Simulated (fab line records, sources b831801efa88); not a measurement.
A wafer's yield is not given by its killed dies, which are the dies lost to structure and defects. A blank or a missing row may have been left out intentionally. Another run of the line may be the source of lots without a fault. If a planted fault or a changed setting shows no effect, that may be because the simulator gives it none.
fab line records || flow gf180mcu
record {"lots": 14, "wafers": 42, "lastDay": 34}
route steps=602 shown M1@316
lots that met no fault: from a run of the same line without faults
startH: hours from the record's opening day to when the first of the lot's shown wafers began || waitH: hours since the lot's step before || " repeats the value in the row above || L1.1+2: a row that stands for several wafers || - value missing, or start not given || * or withheld: withheld || < > ~ a bound
route shown NAME@n: a module of which the file shows steps, and the number in the route of the first || usual: mean and standard deviation over wafers with no fault || same: alike in all rows || chamber/n: place in a boat || sites: readings site by site || _std_site: how widely they spread, as a standard deviation || _edge_site: inner sites' mean taken away from outer sites' mean || radiusMm: for every site, how far away it sits from the centre of the wafer || mask NAME#n: copy n || behind: the tool/chamber that last shaped the wafer || hold: reason for holding the lot/hours on hold/outcome of the hold || device: whichever transistor did not switch (one of n, p or np) || end of line: tests run on the same wafers once the route is complete || step lacking rows: just its recipe || killed: count of dies lost to structure and defects at first sort (not the wafer's yield) || map: per-die view of a wafer (x killed, . not killed, _ where there is no die)
set.NAME: the setting the step ran with; set.NAME@STEP: the setting that earlier step ran with || model.NAME: the simulator's own value behind a step, which no gauge read
a sample of lots followed through the steps of the route, with each step as a table and each wafer as a row
services: when a tool's chamber went out of use (startH, in hours from the record's first day, below 0 if earlier), for how many hours, and the reason
## steps
# step GF_M1_SPUTTER_01
# recipe {"material": "TiN", "targetThkNm": 30, "powerW": 6500, "timeS": 25, "chamberPressurePa": 0.4}
# usual {"throttleValvePct": "30.0/0.9"}
{"lot.wafer": "L996.1", "tool": "pvdSputter-03", "chamber": "-", "startH": 360.50, "waitH": 0.1, "throttleValvePct": 31.6}
{"lot.wafer": "L996.3", "tool": "pvdSputter-03", "chamber": "-", "startH": 360.50, "waitH": 0.1, "throttleValvePct": 31.2}
{"lot.wafer": "L996.6", "tool": "pvdSputter-03", "chamber": "-", "startH": 360.50, "waitH": 0.1, "throttleValvePct": 31.6}
{"lot.wafer": "L997.2", "tool": "pvdSputter-04", "chamber": "-", "startH": 367.23, "waitH": 0.1, "throttleValvePct": 31.5}
{"lot.wafer": "L997.3", "tool": "pvdSputter-04", "chamber": "-", "startH": 367.23, "waitH": 0.1, "throttleValvePct": 29.9}
{"lot.wafer": "L997.4", "tool": "pvdSputter-04", "chamber": "-", "startH": 367.23, "waitH": 0.1, "throttleValvePct": 29.8}
{"lot.wafer": "L999.1", "tool": "pvdSputter-01", "chamber": "-", "startH": 390.06, "waitH": 0.1, "throttleValvePct": 29.9}
{"lot.wafer": "L999.4", "tool": "pvdSputter-01", "chamber": "-", "startH": 390.06, "waitH": 0.1, "throttleValvePct": 30.7}
{"lot.wafer": "L999.5", "tool": "pvdSputter-01", "chamber": "-", "startH": 390.06, "waitH": 0.1, "throttleValvePct": 29.5}
{"lot.wafer": "L102.1", "tool": "pvdSputter-01", "chamber": "-", "startH": 416.45, "waitH": 0.1, "throttleValvePct": 30.1}
{"lot.wafer": "L102.4", "tool": "pvdSputter-01", "chamber": "-", "startH": 416.45, "waitH": 0.1, "throttleValvePct": 31.0}
{"lot.wafer": "L102.5", "tool": "pvdSputter-01", "chamber": "-", "startH": 416.45, "waitH": 0.1, "throttleValvePct": 29.3}
{"lot.wafer": "L103.1", "tool": "pvdSputter-01", "chamber": "-", "startH": 425.42, "waitH": 0.1, "throttleValvePct": 29.8}
{"lot.wafer": "L103.3", "tool": "pvdSputter-01", "chamber": "-", "startH": 425.42, "waitH": 0.1, "throttleValvePct": 29.5}
{"lot.wafer": "L103.4", "tool": "pvdSputter-01", "chamber": "-", "startH": 425.42, "waitH": 0.1, "throttleValvePct": 30.7}
{"lot.wafer": "L104.1", "tool": "pvdSputter-03", "chamber": "-", "startH": 437.29, "waitH": 0.1, "throttleValvePct": 31.1}
{"lot.wafer": "L104.4", "tool": "pvdSputter-03", "chamber": "-", "startH": 437.29, "waitH": 0.1, "throttleValvePct": 30.6}
{"lot.wafer": "L104.5", "tool": "pvdSputter-03", "chamber": "-", "startH": 437.29, "waitH": 0.1, "throttleValvePct": 29.2}
{"lot.wafer": "L106.1", "tool": "pvdSputter-01", "chamber": "-", "startH": 457.45, "waitH": 0.1, "throttleValvePct": 30.5}
{"lot.wafer": "L106.3", "tool": "pvdSputter-01", "chamber": "-", "startH": 457.45, "waitH": 0.1, "throttleValvePct": 29.9}
{"lot.wafer": "L106.4", "tool": "pvdSputter-01", "chamber": "-", "startH": 457.45, "waitH": 0.1, "throttleValvePct": 29.4}
{"lot.wafer": "L107.1", "tool": "pvdSputter-01", "chamber": "-", "startH": 463.06, "waitH": 0.1, "throttleValvePct": 30.9}
{"lot.wafer": "L107.3", "tool": "pvdSputter-01", "chamber": "-", "startH": 463.06, "waitH": 0.1, "throttleValvePct": 29.7}
{"lot.wafer": "L107.4", "tool": "pvdSputter-01", "chamber": "-", "startH": 463.06, "waitH": 0.1, "throttleValvePct": 29.7}
{"lot.wafer": "L108.1", "tool": "pvdSputter-01", "chamber": "-", "startH": 473.62, "waitH": 0.1, "throttleValvePct": 29.6}
{"lot.wafer": "L108.3", "tool": "pvdSputter-01", "chamber": "-", "startH": 473.62, "waitH": 0.1, "throttleValvePct": 30.9}
{"lot.wafer": "L108.6", "tool": "pvdSputter-01", "chamber": "-", "startH": 473.62, "waitH": 0.1, "throttleValvePct": 30.4}
{"lot.wafer": "L110.3", "tool": "pvdSputter-01", "chamber": "-", "startH": 491.21, "waitH": 0.1, "throttleValvePct": 30.2}
{"lot.wafer": "L110.4", "tool": "pvdSputter-01", "chamber": "-", "startH": 491.21, "waitH": 0.1, "throttleValvePct": 30.8}
{"lot.wafer": "L110.5", "tool": "pvdSputter-01", "chamber": "-", "startH": 491.21, "waitH": 0.1, "throttleValvePct": 29.8}
{"lot.wafer": "L111.1", "tool": "pvdSputter-03", "chamber": "-", "startH": 494.67, "waitH": 0.1, "throttleValvePct": 29.3}
{"lot.wafer": "L111.3", "tool": "pvdSputter-03", "chamber": "-", "startH": 494.67, "waitH": 0.1, "throttleValvePct": 31.2}
{"lot.wafer": "L111.6", "tool": "pvdSputter-03", "chamber": "-", "startH": 494.67, "waitH": 0.1, "throttleValvePct": 31.2}
{"lot.wafer": "L112.1", "tool": "pvdSputter-03", "chamber": "-", "startH": 504.50, "waitH": 0.1, "throttleValvePct": 31.0}
{"lot.wafer": "L112.2", "tool": "pvdSputter-03", "chamber": "-", "startH": 504.50, "waitH": 0.1, "throttleValvePct": 30.8}
{"lot.wafer": "L112.6", "tool": "pvdSputter-03", "chamber": "-", "startH": 504.50, "waitH": 0.1, "throttleValvePct": 29.3}
{"lot.wafer": "L115.2", "tool": "pvdSputter-04", "chamber": "-", "startH": 527.36, "waitH": 0.1, "throttleValvePct": 31.8}
{"lot.wafer": "L115.4", "tool": "pvdSputter-04", "chamber": "-", "startH": 527.36, "waitH": 0.1, "throttleValvePct": 31.4}
{"lot.wafer": "L115.6", "tool": "pvdSputter-04", "chamber": "-", "startH": 527.36, "waitH": 0.1, "throttleValvePct": 28.0}
{"lot.wafer": "L119.1", "tool": "pvdSputter-04", "chamber": "-", "startH": 558.60, "waitH": 0.1, "throttleValvePct": 31.5}
{"lot.wafer": "L119.5", "tool": "pvdSputter-04", "chamber": "-", "startH": 558.60, "waitH": 0.1, "throttleValvePct": 28.1}
{"lot.wafer": "L119.6", "tool": "pvdSputter-04", "chamber": "-", "startH": 558.60, "waitH": 0.1, "throttleValvePct": 31.6}
# step GF_M1_SPUTTER_03
# recipe {"material": "Ti", "targetThkNm": 10, "substrateTempC": 300, "chamberPressurePa": 0.3, "powerW": 3000, "timeS": 6.7}
# usual {"throttleValvePct": "30.0/0.94"}
{"lot.wafer": "L996.1", "tool": "pvdSputter-03", "chamber": "-", "startH": 360.56, "waitH": 0.0, "throttleValvePct": 31.6}
{"lot.wafer": "L996.3", "tool": "pvdSputter-03", "chamber": "-", "startH": 360.56, "waitH": 0.0, "throttleValvePct": 30.8}
{"lot.wafer": "L996.6", "tool": "pvdSputter-03", "chamber": "-", "startH": 360.56, "waitH": 0.0, "throttleValvePct": 31.7}
{"lot.wafer": "L997.2", "tool": "pvdSputter-04", "chamber": "-", "startH": 367.29, "waitH": 0.0, "throttleValvePct": 31.6}
{"lot.wafer": "L997.3", "tool": "pvdSputter-04", "chamber": "-", "startH": 367.29, "waitH": 0.0, "throttleValvePct": 29.5}
{"lot.wafer": "L997.4", "tool": "pvdSputter-04", "chamber": "-", "startH": 367.29, "waitH": 0.0, "throttleValvePct": 30.0}
{"lot.wafer": "L999.1", "tool": "pvdSputter-01", "chamber": "-", "startH": 390.12, "waitH": 0.0, "throttleValvePct": 29.3}
{"lot.wafer": "L999.4", "tool": "pvdSputter-01", "chamber": "-", "startH": 390.12, "waitH": 0.0, "throttleValvePct": 30.5}
{"lot.wafer": "L999.5", "tool": "pvdSputter-01", "chamber": "-", "startH": 390.12, "waitH": 0.0, "throttleValvePct": 29.5}
{"lot.wafer": "L102.1", "tool": "pvdSputter-01", "chamber": "-", "startH": 416.52, "waitH": 0.0, "throttleValvePct": 29.9}
{"lot.wafer": "L102.4", "tool": "pvdSputter-01", "chamber": "-", "startH": 416.52, "waitH": 0.0, "throttleValvePct": 30.4}
{"lot.wafer": "L102.5", "tool": "pvdSputter-01", "chamber": "-", "startH": 416.52, "waitH": 0.0, "throttleValvePct": 29.7}
{"lot.wafer": "L103.1", "tool": "pvdSputter-01", "chamber": "-", "startH": 425.48, "waitH": 0.0, "throttleValvePct": 30.0}
{"lot.wafer": "L103.3", "tool": "pvdSputter-01", "chamber": "-", "startH": 425.48, "waitH": 0.0, "throttleValvePct": 29.5}
{"lot.wafer": "L103.4", "tool": "pvdSputter-01", "chamber": "-", "startH": 425.48, "waitH": 0.0, "throttleValvePct": 30.9}
{"lot.wafer": "L104.1", "tool": "pvdSputter-03", "chamber": "-", "startH": 437.35, "waitH": 0.0, "throttleValvePct": 31.4}
{"lot.wafer": "L104.4", "tool": "pvdSputter-03", "chamber": "-", "startH": 437.35, "waitH": 0.0, "throttleValvePct": 30.8}
{"lot.wafer": "L104.5", "tool": "pvdSputter-03", "chamber": "-", "startH": 437.35, "waitH": 0.0, "throttleValvePct": 29.4}
{"lot.wafer": "L106.1", "tool": "pvdSputter-01", "chamber": "-", "startH": 457.51, "waitH": 0.0, "throttleValvePct": 30.4}
{"lot.wafer": "L106.3", "tool": "pvdSputter-01", "chamber": "-", "startH": 457.51, "waitH": 0.0, "throttleValvePct": 29.9}
{"lot.wafer": "L106.4", "tool": "pvdSputter-01", "chamber": "-", "startH": 457.51, "waitH": 0.0, "throttleValvePct": 29.7}
{"lot.wafer": "L107.1", "tool": "pvdSputter-01", "chamber": "-", "startH": 463.12, "waitH": 0.0, "throttleValvePct": 30.7}
{"lot.wafer": "L107.3", "tool": "pvdSputter-01", "chamber": "-", "startH": 463.12, "waitH": 0.0, "throttleValvePct": 29.7}
{"lot.wafer": "L107.4", "tool": "pvdSputter-01", "chamber": "-", "startH": 463.12, "waitH": 0.0, "throttleValvePct": 29.2}
{"lot.wafer": "L108.1", "tool": "pvdSputter-01", "chamber": "-", "startH": 473.68, "waitH": 0.0, "throttleValvePct": 29.5}
{"lot.wafer": "L108.3", "tool": "pvdSputter-01", "chamber": "-", "startH": 473.68, "waitH": 0.0, "throttleValvePct": 30.6}
{"lot.wafer": "L108.6", "tool": "pvdSputter-01", "chamber": "-", "startH": 473.68, "waitH": 0.0, "throttleValvePct": 30.8}
{"lot.wafer": "L110.3", "tool": "pvdSputter-01", "chamber": "-", "startH": 491.27, "waitH": 0.0, "throttleValvePct": 30.1}
{"lot.wafer": "L110.4", "tool": "pvdSputter-01", "chamber": "-", "startH": 491.27, "waitH": 0.0, "throttleValvePct": 30.7}
{"lot.wafer": "L110.5", "tool": "pvdSputter-01", "chamber": "-", "startH": 491.27, "waitH": 0.0, "throttleValvePct": 29.9}
{"lot.wafer": "L111.1", "tool": "pvdSputter-03", "chamber": "-", "startH": 494.73, "waitH": 0.0, "throttleValvePct": 29.3}
{"lot.wafer": "L111.3", "tool": "pvdSputter-03", "chamber": "-", "startH": 494.73, "waitH": 0.0, "throttleValvePct": 30.9}
{"lot.wafer": "L111.6", "tool": "pvdSputter-03", "chamber": "-", "startH": 494.73, "waitH": 0.0, "throttleValvePct": 31.7}
{"lot.wafer": "L112.1", "tool": "pvdSputter-03", "chamber": "-", "startH": 504.56, "waitH": 0.0, "throttleValvePct": 31.0}
{"lot.wafer": "L112.2", "tool": "pvdSputter-03", "chamber": "-", "startH": 504.56, "waitH": 0.0, "throttleValvePct": 30.9}
{"lot.wafer": "L112.6", "tool": "pvdSputter-03", "chamber": "-", "startH": 504.56, "waitH": 0.0, "throttleValvePct": 29.2}
{"lot.wafer": "L115.2", "tool": "pvdSputter-04", "chamber": "-", "startH": 527.42, "waitH": 0.0, "throttleValvePct": 31.6}
{"lot.wafer": "L115.4", "tool": "pvdSputter-04", "chamber": "-", "startH": 527.42, "waitH": 0.0, "throttleValvePct": 31.5}
{"lot.wafer": "L115.6", "tool": "pvdSputter-04", "chamber": "-", "startH": 527.42, "waitH": 0.0, "throttleValvePct": 27.9}
{"lot.wafer": "L119.1", "tool": "pvdSputter-04", "chamber": "-", "startH": 558.66, "waitH": 0.0, "throttleValvePct": 31.6}
{"lot.wafer": "L119.5", "tool": "pvdSputter-04", "chamber": "-", "startH": 558.66, "waitH": 0.0, "throttleValvePct": 28.1}
{"lot.wafer": "L119.6", "tool": "pvdSputter-04", "chamber": "-", "startH": 558.66, "waitH": 0.0, "throttleValvePct": 31.8}
# step GF_M1_PEB_12
# recipe {"pebTempC": 135, "pebTimeS": 90, "resist": "KrF"}
# usual {"chillPlateTempC": "22.97/0.093", "exhaustPa": "45.1/0.93", "resistLineTempC": "23.03/0.11"}
{"lot.wafer": "L996.1", "tool": "lithoTrack-03", "chamber": 0, "startH": 382.26, "waitH": "-", "chillPlateTempC": 23.11, "exhaustPa": 44.1, "resistLineTempC": 23.06}
{"lot.wafer": "L996.3", "tool": "lithoTrack-03", "chamber": 0, "startH": 382.26, "waitH": "-", "chillPlateTempC": 23.06, "exhaustPa": 45.4, "resistLineTempC": 22.97}
{"lot.wafer": "L996.6", "tool": "lithoTrack-03", "chamber": 0, "startH": 382.26, "waitH": "-", "chillPlateTempC": 22.97, "exhaustPa": 45.5, "resistLineTempC": 22.99}
{"lot.wafer": "L997.2", "tool": "lithoTrack-02", "chamber": 0, "startH": 389.03, "waitH": "-", "chillPlateTempC": 22.81, "exhaustPa": 44.7, "resistLineTempC": 23.03}
{"lot.wafer": "L997.3", "tool": "lithoTrack-02", "chamber": 0, "startH": 389.03, "waitH": "-", "chillPlateTempC": 22.92, "exhaustPa": 44.2, "resistLineTempC": 22.85}
{"lot.wafer": "L997.4", "tool": "lithoTrack-02", "chamber": 0, "startH": 389.03, "waitH": "-", "chillPlateTempC": 22.91, "exhaustPa": 43.8, "resistLineTempC": 22.89}
{"lot.wafer": "L999.1", "tool": "lithoTrack-02", "chamber": 0, "startH": 413.25, "waitH": "-", "chillPlateTempC": 23.13, "exhaustPa": 45.1, "resistLineTempC": 22.96}
{"lot.wafer": "L999.4", "tool": "lithoTrack-02", "chamber": 0, "startH": 413.25, "waitH": "-", "chillPlateTempC": 23.06, "exhaustPa": 44.2, "resistLineTempC": 23.01}
{"lot.wafer": "L999.5", "tool": "lithoTrack-02", "chamber": 0, "startH": 413.25, "waitH": "-", "chillPlateTempC": 22.83, "exhaustPa": 46.3, "resistLineTempC": 22.98}
{"lot.wafer": "L102.1", "tool": "lithoTrack-02", "chamber": 0, "startH": 439.20, "waitH": "-", "chillPlateTempC": 22.94, "exhaustPa": 45.4, "resistLineTempC": 22.97}
{"lot.wafer": "L102.4", "tool": "lithoTrack-02", "chamber": 0, "startH": 439.20, "waitH": "-", "chillPlateTempC": 22.96, "exhaustPa": 46.6, "resistLineTempC": 23.03}
{"lot.wafer": "L102.5", "tool": "lithoTrack-02", "chamber": 0, "startH": 439.20, "waitH": "-", "chillPlateTempC": 23.01, "exhaustPa": 45.7, "resistLineTempC": 23.02}
{"lot.wafer": "L103.1", "tool": "lithoTrack-02", "chamber": 0, "startH": 449.00, "waitH": "-", "chillPlateTempC": 22.80, "exhaustPa": 45.4, "resistLineTempC": 23.01}
{"lot.wafer": "L103.3", "tool": "lithoTrack-02", "chamber": 0, "startH": 449.00, "waitH": "-", "chillPlateTempC": 22.80, "exhaustPa": 44.3, "resistLineTempC": 23.00}
{"lot.wafer": "L103.4", "tool": "lithoTrack-02", "chamber": 0, "startH": 449.00, "waitH": "-", "chillPlateTempC": 22.83, "exhaustPa": 45.0, "resistLineTempC": 22.88}
{"lot.wafer": "L104.1", "tool": "lithoTrack-02", "chamber": 0, "startH": 460.95, "waitH": "-", "chillPlateTempC": 23.08, "exhaustPa": 42.6, "resistLineTempC": 23.05}
{"lot.wafer": "L104.4", "tool": "lithoTrack-02", "chamber": 0, "startH": 460.95, "waitH": "-", "chillPlateTempC": 22.98, "exhaustPa": 43.5, "resistLineTempC": 23.01}
{"lot.wafer": "L104.5", "tool": "lithoTrack-02", "chamber": 0, "startH": 460.95, "waitH": "-", "chillPlateTempC": 22.98, "exhaustPa": 44.6, "resistLineTempC": 22.94}
{"lot.wafer": "L106.1", "tool": "lithoTrack-04", "chamber": 0, "startH": 480.75, "waitH": "-", "chillPlateTempC": 23.09, "exhaustPa": 46.5, "resistLineTempC": 22.88}
{"lot.wafer": "L106.3", "tool": "lithoTrack-04", "chamber": 0, "startH": 480.75, "waitH": "-", "chillPlateTempC": 23.05, "exhaustPa": 44.8, "resistLineTempC": 22.99}
{"lot.wafer": "L106.4", "tool": "lithoTrack-04", "chamber": 0, "startH": 480.75, "waitH": "-", "chillPlateTempC": 22.93, "exhaustPa": 45.8, "resistLineTempC": 22.92}
{"lot.wafer": "L107.1", "tool": "lithoTrack-02", "chamber": 0, "startH": 486.85, "waitH": "-", "chillPlateTempC": 22.98, "exhaustPa": 46.1, "resistLineTempC": 23.00}
{"lot.wafer": "L107.3", "tool": "lithoTrack-02", "chamber": 0, "startH": 486.85, "waitH": "-", "chillPlateTempC": 23.02, "exhaustPa": 46.8, "resistLineTempC": 23.11}
{"lot.wafer": "L107.4", "tool": "lithoTrack-02", "chamber": 0, "startH": 486.85, "waitH": "-", "chillPlateTempC": 23.08, "exhaustPa": 46.8, "resistLineTempC": 23.08}
{"lot.wafer": "L108.1", "tool": "lithoTrack-04", "chamber": 0, "startH": 497.55, "waitH": "-", "chillPlateTempC": 22.83, "exhaustPa": 44.1, "resistLineTempC": 23.11}
{"lot.wafer": "L108.3", "tool": "lithoTrack-04", "chamber": 0, "startH": 497.55, "waitH": "-", "chillPlateTempC": 22.97, "exhaustPa": 44.3, "resistLineTempC": 23.22}
{"lot.wafer": "L108.6", "tool": "lithoTrack-04", "chamber": 0, "startH": 497.55, "waitH": "-", "chillPlateTempC": 22.95, "exhaustPa": 43.8, "resistLineTempC": 23.25}
{"lot.wafer": "L110.3", "tool": "lithoTrack-04", "chamber": "-", "startH": 514.87, "waitH": "-", "chillPlateTempC": "-", "exhaustPa": "-", "resistLineTempC": "-"}
{"lot.wafer": "L110.4", "tool": "lithoTrack-04", "chamber": "-", "startH": 514.87, "waitH": "-", "chillPlateTempC": "-", "exhaustPa": "-", "resistLineTempC": "-"}
{"lot.wafer": "L110.5", "tool": "lithoTrack-04", "chamber": "-", "startH": 514.87, "waitH": "-", "chillPlateTempC": "-", "exhaustPa": "-", "resistLineTempC": "-"}
{"lot.wafer": "L111.1", "tool": "lithoTrack-04", "chamber": "-", "startH": 517.55, "waitH": "-", "chillPlateTempC": "-", "exhaustPa": "-", "resistLineTempC": "-"}
{"lot.wafer": "L111.3", "tool": "lithoTrack-04", "chamber": "-", "startH": 517.55, "waitH": "-", "chillPlateTempC": "-", "exhaustPa": "-", "resistLineTempC": "-"}
{"lot.wafer": "L111.6", "tool": "lithoTrack-04", "chamber": "-", "startH": 517.55, "waitH": "-", "chillPlateTempC": "-", "exhaustPa": "-", "resistLineTempC": "-"}
{"lot.wafer": "L112.1", "tool": "lithoTrack-03", "chamber": 0, "startH": 527.26, "waitH": "-", "chillPlateTempC": 22.87, "exhaustPa": 44.6, "resistLineTempC": 23.23}
{"lot.wafer": "L112.2", "tool": "lithoTrack-03", "chamber": 0, "startH": 527.26, "waitH": "-", "chillPlateTempC": 22.91, "exhaustPa": 45.2, "resistLineTempC": 22.90}
{"lot.wafer": "L112.6", "tool": "lithoTrack-03", "chamber": 0, "startH": 527.26, "waitH": "-", "chillPlateTempC": 22.86, "exhaustPa": 44.0, "resistLineTempC": 23.04}
{"lot.wafer": "L115.2", "tool": "lithoTrack-03", "chamber": 0, "startH": 550.49, "waitH": "-", "chillPlateTempC": 23.13, "exhaustPa": 45.8, "resistLineTempC": 22.99}
{"lot.wafer": "L115.4", "tool": "lithoTrack-03", "chamber": 0, "startH": 550.49, "waitH": "-", "chillPlateTempC": 22.91, "exhaustPa": 47.2, "resistLineTempC": 22.67}
{"lot.wafer": "L115.6", "tool": "lithoTrack-03", "chamber": 0, "startH": 550.49, "waitH": "-", "chillPlateTempC": 22.95, "exhaustPa": 44.0, "resistLineTempC": 22.85}
{"lot.wafer": "L119.1", "tool": "lithoTrack-02", "chamber": 0, "startH": 580.80, "waitH": "-", "chillPlateTempC": 23.02, "exhaustPa": 46.3, "resistLineTempC": 23.07}
{"lot.wafer": "L119.5", "tool": "lithoTrack-02", "chamber": 0, "startH": 580.80, "waitH": "-", "chillPlateTempC": 22.99, "exhaustPa": 45.0, "resistLineTempC": 23.27}
{"lot.wafer": "L119.6", "tool": "lithoTrack-02", "chamber": 0, "startH": 580.80, "waitH": "-", "chillPlateTempC": 23.10, "exhaustPa": 45.7, "resistLineTempC": 23.17}
# step GF_M1_OVL_MEAS_15
# usual {"M1_OVL": "-1/5.7"}
{"lot.wafer": "L996.1", "tool": "overlay-01", "chamber": "-", "startH": 382.73, "waitH": 0.1, "M1_OVL[nm]": 1}
{"lot.wafer": "L996.3", "tool": "overlay-01", "chamber": "-", "startH": 382.73, "waitH": 0.1, "M1_OVL[nm]": -5}
{"lot.wafer": "L996.6", "tool": "overlay-01", "chamber": "-", "startH": 382.73, "waitH": 0.1, "M1_OVL[nm]": -5}
{"lot.wafer": "L997.2", "tool": "overlay-01", "chamber": "-", "startH": 389.48, "waitH": 0.1, "M1_OVL[nm]": -7}
{"lot.wafer": "L997.3", "tool": "overlay-01", "chamber": "-", "startH": 389.48, "waitH": 0.1, "M1_OVL[nm]": -8}
{"lot.wafer": "L997.4", "tool": "overlay-01", "chamber": "-", "startH": 389.48, "waitH": 0.1, "M1_OVL[nm]": -1}
{"lot.wafer": "L999.1", "tool": "overlay-01", "chamber": "-", "startH": 413.72, "waitH": 0.1, "M1_OVL[nm]": -7}
{"lot.wafer": "L999.4", "tool": "overlay-01", "chamber": "-", "startH": 413.72, "waitH": 0.1, "M1_OVL[nm]": -7}
{"lot.wafer": "L999.5", "tool": "overlay-01", "chamber": "-", "startH": 413.72, "waitH": 0.1, "M1_OVL[nm]": -6}
{"lot.wafer": "L102.1", "tool": "overlay-01", "chamber": "-", "startH": 439.67, "waitH": 0.1, "M1_OVL[nm]": -2}
{"lot.wafer": "L102.4", "tool": "overlay-01", "chamber": "-", "startH": 439.67, "waitH": 0.1, "M1_OVL[nm]": 2}
{"lot.wafer": "L102.5", "tool": "overlay-01", "chamber": "-", "startH": 439.67, "waitH": 0.1, "M1_OVL[nm]": -6}
{"lot.wafer": "L103.1", "tool": "overlay-02", "chamber": "-", "startH": 449.47, "waitH": 0.1, "M1_OVL[nm]": 14}
{"lot.wafer": "L103.3", "tool": "overlay-02", "chamber": "-", "startH": 449.47, "waitH": 0.1, "M1_OVL[nm]": 6}
{"lot.wafer": "L103.4", "tool": "overlay-02", "chamber": "-", "startH": 449.47, "waitH": 0.1, "M1_OVL[nm]": 4}
{"lot.wafer": "L104.1", "tool": "overlay-01", "chamber": "-", "startH": 461.42, "waitH": 0.1, "M1_OVL[nm]": -2}
{"lot.wafer": "L104.4", "tool": "overlay-01", "chamber": "-", "startH": 461.42, "waitH": 0.1, "M1_OVL[nm]": 8}
{"lot.wafer": "L104.5", "tool": "overlay-01", "chamber": "-", "startH": 461.42, "waitH": 0.1, "M1_OVL[nm]": -2}
{"lot.wafer": "L106.1", "tool": "overlay-02", "chamber": "-", "startH": 481.22, "waitH": 0.1, "M1_OVL[nm]": 0}
{"lot.wafer": "L106.3", "tool": "overlay-02", "chamber": "-", "startH": 481.22, "waitH": 0.1, "M1_OVL[nm]": 5}
{"lot.wafer": "L106.4", "tool": "overlay-02", "chamber": "-", "startH": 481.22, "waitH": 0.1, "M1_OVL[nm]": -6}
{"lot.wafer": "L107.1", "tool": "overlay-01", "chamber": "-", "startH": 487.32, "waitH": 0.1, "M1_OVL[nm]": 4}
{"lot.wafer": "L107.3", "tool": "overlay-01", "chamber": "-", "startH": 487.32, "waitH": 0.1, "M1_OVL[nm]": 6}
{"lot.wafer": "L107.4", "tool": "overlay-01", "chamber": "-", "startH": 487.32, "waitH": 0.1, "M1_OVL[nm]": 8}
{"lot.wafer": "L108.1", "tool": "overlay-01", "chamber": "-", "startH": 498.02, "waitH": 0.1, "M1_OVL[nm]": 2}
{"lot.wafer": "L108.3", "tool": "overlay-01", "chamber": "-", "startH": 498.02, "waitH": 0.1, "M1_OVL[nm]": 6}
{"lot.wafer": "L108.6", "tool": "overlay-01", "chamber": "-", "startH": 498.02, "waitH": 0.1, "M1_OVL[nm]": -2}
{"lot.wafer": "L110.3", "tool": "overlay-02", "chamber": "-", "startH": 515.28, "waitH": 0.1, "M1_OVL[nm]": "-"}
{"lot.wafer": "L110.4", "tool": "overlay-02", "chamber": "-", "startH": 515.28, "waitH": 0.1, "M1_OVL[nm]": "-"}
{"lot.wafer": "L110.5", "tool": "overlay-02", "chamber": "-", "startH": 515.28, "waitH": 0.1, "M1_OVL[nm]": "-"}
{"lot.wafer": "L111.1", "tool": "overlay-01", "chamber": "-", "startH": 518.02, "waitH": 0.1, "M1_OVL[nm]": "-"}
{"lot.wafer": "L111.3", "tool": "overlay-01", "chamber": "-", "startH": 518.02, "waitH": 0.1, "M1_OVL[nm]": "-"}
{"lot.wafer": "L111.6", "tool": "overlay-01", "chamber": "-", "startH": 518.02, "waitH": 0.1, "M1_OVL[nm]": "-"}
{"lot.wafer": "L112.1", "tool": "overlay-02", "chamber": "-", "startH": 527.73, "waitH": 0.1, "M1_OVL[nm]": -3}
{"lot.wafer": "L112.2", "tool": "overlay-02", "chamber": "-", "startH": 527.73, "waitH": 0.1, "M1_OVL[nm]": -5}
{"lot.wafer": "L112.6", "tool": "overlay-02", "chamber": "-", "startH": 527.73, "waitH": 0.1, "M1_OVL[nm]": -7}
{"lot.wafer": "L115.2", "tool": "overlay-02", "chamber": "-", "startH": 550.93, "waitH": 0.1, "M1_OVL[nm]": 3}
{"lot.wafer": "L115.4", "tool": "overlay-02", "chamber": "-", "startH": 550.93, "waitH": 0.1, "M1_OVL[nm]": 7}
{"lot.wafer": "L115.6", "tool": "overlay-02", "chamber": "-", "startH": 550.93, "waitH": 0.1, "M1_OVL[nm]": 5}
{"lot.wafer": "L119.1", "tool": "overlay-01", "chamber": "-", "startH": 581.27, "waitH": 0.1, "M1_OVL[nm]": -1}
{"lot.wafer": "L119.5", "tool": "overlay-01", "chamber": "-", "startH": 581.27, "waitH": 0.1, "M1_OVL[nm]": -2}
{"lot.wafer": "L119.6", "tool": "overlay-01", "chamber": "-", "startH": 581.27, "waitH": 0.1, "M1_OVL[nm]": 7}
## services
{"tool": "pvdSputter-01", "chamber": "-", "startH": 355.64, "hours": 2.4, "kind": "repair"}
{"tool": "pvdSputter-03", "chamber": "-", "startH": 378.48, "hours": 8.4, "kind": "repair"}
{"tool": "pvdSputter-04", "chamber": "-", "startH": 580.08, "hours": 1.3, "kind": "repair"}
## key
firstSign {"step": "GF_M1_PEB_12", "reading": "toolRecord", "direction": "missing"}
effect none on later readings
metAt GF_M1_PEB_12
struckLots L110,L111
laterRowsLeftOut L110.3,L110.4,L110.5,L111.1,L111.3,L111.6
sortLeftOut L110.3,L110.4,L110.5,L111.1,L111.3,L111.6
notActingAt GF_M1_SPUTTER_01,GF_M1_SPUTTER_03,GF_M1_OVL_MEAS_15
onsetBetween 497.55 514.87
fault {"kind": "skippedStepWhole", "tool": "lithoTrack-04", "chamber": "-", "onsetH": 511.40, "steps": "GF_M1_PEB_12", "scope": "struckLotsOnly"}
# sortLeftOut: the simulated sort isn't trusted on such a fault, so these wafers' sort isn't shown, and their yield isn't known
# laterRowsLeftOut: the simulator's readings of these wafers behind a module that went badly wrong aren't trusted and aren't shown, but for the sort
